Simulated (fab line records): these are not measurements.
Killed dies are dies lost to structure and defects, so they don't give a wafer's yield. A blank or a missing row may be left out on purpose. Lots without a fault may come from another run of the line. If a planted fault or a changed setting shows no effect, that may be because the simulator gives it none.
Comparing a struck lot with a sound one / flow sky130 / 15 out of 708 route steps
Sound: wafers L737.1, L737.2, L737.6. Struck: wafer L738.6. (L738.3, L738.4 of the same lot were not struck and are left out.) The cause comes at the end.
Each step with rows lists, per side, the tool, then ch with its chambers, then its first start. Under that, the readings that differ: sound wafers / struck wafers / difference of the means / sigmas: that difference in standard deviations of wafers without a fault.
alike: readings whose means differ by less than 2 such deviations, and words and numbers that are the same on both sides. not compared: withheld readings, readings that some wafer has no value for, bounds like >300 that may hide the same value, and numbers for which the record gives no deviation and whose values overlap.
The two part at a step that has a row with sigmas, a row that says differs or no value, or rows on one side only. Non-overlapping numbers with no deviation appear without sigmas and do not part them. A reading missing from all wafers of one side parts the sides only when that side holds two or more wafers.

first, 1 step without rows for these wafers: SKY_METAL1_DEVELOP_14 (develop time 60 s).
SKY_METAL1_CD_MEAS_15: target cd 140 nm.
  sound on cd_sem-01, day 33 20:08; struck on cd_sem-02, day 34 08:43
  alike: cd_nm
SKY_METAL1_OVL_MEAS_16:
  sound on overlay-02, day 33 20:15; struck on overlay-02, day 34 08:49
  alike: METAL1_OVL
SKY_METAL1_DESCUM_17: chemistry O2, time 8 s.
  sound on rie_metal-01 ch 0,1, day 33 20:17; struck on rie_metal-04 ch 1, day 34 08:51
reading=drypump_motor_current_A (A); sound=5.68 5.62 5.64; struck=5.25; difference=-0.40; sigmas=-2
  alike: oes_product_au
  not compared: rf_hours_counter_h
SKY_METAL1_ETCH_18: etches BARC in N2/H2, stops on SiO2, time 45.9 s, target depth 60 nm.
  sound on rie_metal-01 ch 0,1, day 33 20:19; struck on rie_metal-04 ch 1, day 34 08:53
reading=drypump_motor_current_A (A); sound=5.69 5.66 5.68; struck=5.22; difference=-0.46; sigmas=-2
  alike: oes_product_au, throttle_valve_pct
  not compared: rf_hours_counter_h
SKY_METAL1_METAL_ETCH_19: etches the open film in Cl2/BCl3, stops on SiO2, target depth 360 nm, time 78 s.
  sound on rie_metal-01 ch 0,1, day 33 20:23; struck on rie_metal-04 ch 1, day 34 08:58
reading=drypump_motor_current_A (A); sound=5.67 5.64 5.67; struck=5.24; difference=-0.42; sigmas=-2
  alike: oes_product_au, throttle_valve_pct
  not compared: rf_hours_counter_h
SKY_METAL1_STRIP_20: strips in O2/N2.
  sound on plasma_asher-03 ch 0,1, day 33 20:28; struck on plasma_asher-03 ch 1, day 34 09:04
  alike: drypump_motor_current_A, oes_product_au, strip_time_to_endpoint_s
  not compared: rf_hours_counter_h
then, 4 steps without rows for these wafers: SKY_METAL1_STRIP_21 (strips in post etch residue remover, time 1200 s); SKY_METAL1_CLEAN_22 (cleans in IPA, time 180 s); SKY_METAL1_CLEAN_23 (cleans in O3/DIW); SKY_VIA1_HDPCVD_00 (deposits SiO2, target thk 1030 nm, time 171.7 s).
SKY_VIA1_THK_MEAS_01:
  sound on film_metro-04, day 33 21:10; struck on film_metro-04, day 34 09:49
  alike: VIA1_HDPCVD_THK
SKY_VIA1_CMP_02: polishes SiO2.
  sound on cmp-02 ch 0,1,2, day 33 21:32; struck on cmp-02 ch 1, day 34 09:58
reading=platen_rpm (rpm); sound=60.01 60.03 60.00; struck=53.99; difference=-6.02; sigmas=-99 or more
  alike: motor_current_A
SKY_VIA1_BOW_MEAS_03:
  sound on film_metro-04, day 33 21:50; struck on film_metro-02, day 34 10:12
  alike: VIA1_BOW
-- the record jumps here: 13 days lie between the struck wafers' starts before and after (it left off in module VIA1 and takes up again in module PAD_OPEN, whose first step shown is number 708 of the route) --
SKY_PAD_OPEN_PROBE_99:
  sound on prober-02, day 46 12:29; struck on prober-01, day 47 01:12
  alike: defect_limited_yield, killed_at_M0_to_M3, killed_at_M4_up, killed_at_contacts, killed_at_front_end, killed_at_other, killed_dies, killed_open, killed_short, sort_bin_3_pad_short, sort_bin_5_function, sort_bin_6_memory, sort_n_pass, sort_yield_pct

WHERE THEY PART
Earliest at SKY_METAL1_DESCUM_17; latest, in this record, at SKY_VIA1_CMP_02. Later steps at which nothing parts them and some readings are alike: SKY_VIA1_BOW_MEAS_03, SKY_PAD_OPEN_PROBE_99.

WHY: what the simulator had put in
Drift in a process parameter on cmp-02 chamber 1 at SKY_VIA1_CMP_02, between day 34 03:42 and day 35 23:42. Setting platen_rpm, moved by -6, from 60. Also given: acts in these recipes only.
